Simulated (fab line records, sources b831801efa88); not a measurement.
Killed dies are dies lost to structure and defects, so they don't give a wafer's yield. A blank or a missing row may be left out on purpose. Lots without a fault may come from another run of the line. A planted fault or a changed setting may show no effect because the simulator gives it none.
Which tool did it? | flow gf180mcu | 11 lots, 33 wafers sampled, at 2 steps of a route of 602

WHAT THE GAUGES READ, wafer by wafer
GF_STI_THK_MEAS_04.
lot  | measured    | on            | STI_CVD_03_THK (nm)
L416 | day 1 13:34 | film_metro-02 | 205.8 205.4 204.8
L417 | day 1 18:44 | film_metro-04 | 206.4 204.8 203.9
L421 | day 2 15:29 | film_metro-02 | 204.4 204.0 203.9
L423 | day 3 03:23 | film_metro-04 | 207.1 205.7 206.8
L425 | day 3 10:34 | film_metro-02 | 208.0 209.3 207.5
L427 | day 3 21:40 | film_metro-04 | 208.1 208.2 206.8
L429 | day 4 10:59 | film_metro-02 | 146.4 148.2 144.9 146.4 148.3 144.8
L430 | day 4 13:30 | film_metro-04 | 148.8 147.2 148.7 149.0 147.2 148.8
L432 | day 4 21:34 | film_metro-04 | 203.0 207.0 206.2
L433 | day 5 03:34 | film_metro-02 | 208.5 208.1 208.2
L438 | day 6 04:13 | film_metro-04 | 208.6 208.3 207.7

WHICH TOOL RAN EACH LOT (tool, then ch and the chambers of the sampled wafers, then the start)
lot  | GF_STI_CVD_03
L416 | lpcvd-01 ch 1, day 1 11:34
L417 | lpcvd-02 ch 1, day 1 16:44
L421 | lpcvd-02 ch 0, day 2 13:30
L423 | lpcvd-02 ch 0, day 3 01:24
L425 | lpcvd-01 ch 1, day 3 08:34
L427 | lpcvd-02 ch 1, day 3 19:41
L429 | lpcvd-02 ch 1, day 4 09:00
L430 | lpcvd-02 ch 1, day 4 11:31
L432 | lpcvd-01 ch 0, day 4 19:34
L433 | lpcvd-01 ch 0, day 5 00:34
L438 | lpcvd-01 ch 0, day 6 02:13
- GF_STI_CVD_03: deposits Si3N4 from DCS/NH3, target thk 207.16 nm, time 3551 s.

THE ANSWER, worked out from the rows above alone
Rule: what is usual is taken from the lots themselves. Put in order of their means at a reading, lots are off if they are a third of the lots or fewer, leave a main group of 4 or more, and stand apart from it by a gap of 3 or more times the standard deviation of the main group's means; of several such gaps the widest counts. A main group whose means are all the same, to the digits that the tables above print for the reading, isn't used. A lot without any number at a reading at which 4 lots or more have one is off too. The other lots that the step has rows for count as sound.
Off: L429, L430, at GF_STI_THK_MEAS_04 (STI_CVD_03_THK). The main group: mean 206.5 nm, standard deviation 1.5.
A tool fits if, at a process step before that reading, it ran every lot that is off, and no sound lot after the first of them. The gauges at GF_STI_THK_MEAS_04 are tried like those tools. One fits: lpcvd-02 at GF_STI_CVD_03. Its last sound lot is L427 (day 3 19:41), its first lot that is off L429 (day 4 09:00): a fault that began between those two fits.

WHAT THE SIMULATOR HAD PUT IN
Process parameter drift: lpcvd-02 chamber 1, from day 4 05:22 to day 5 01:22, at GF_STI_CVD_03. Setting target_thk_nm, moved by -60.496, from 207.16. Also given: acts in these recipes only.
Lots struck among those shown: L429, L430. The rule above found the same.
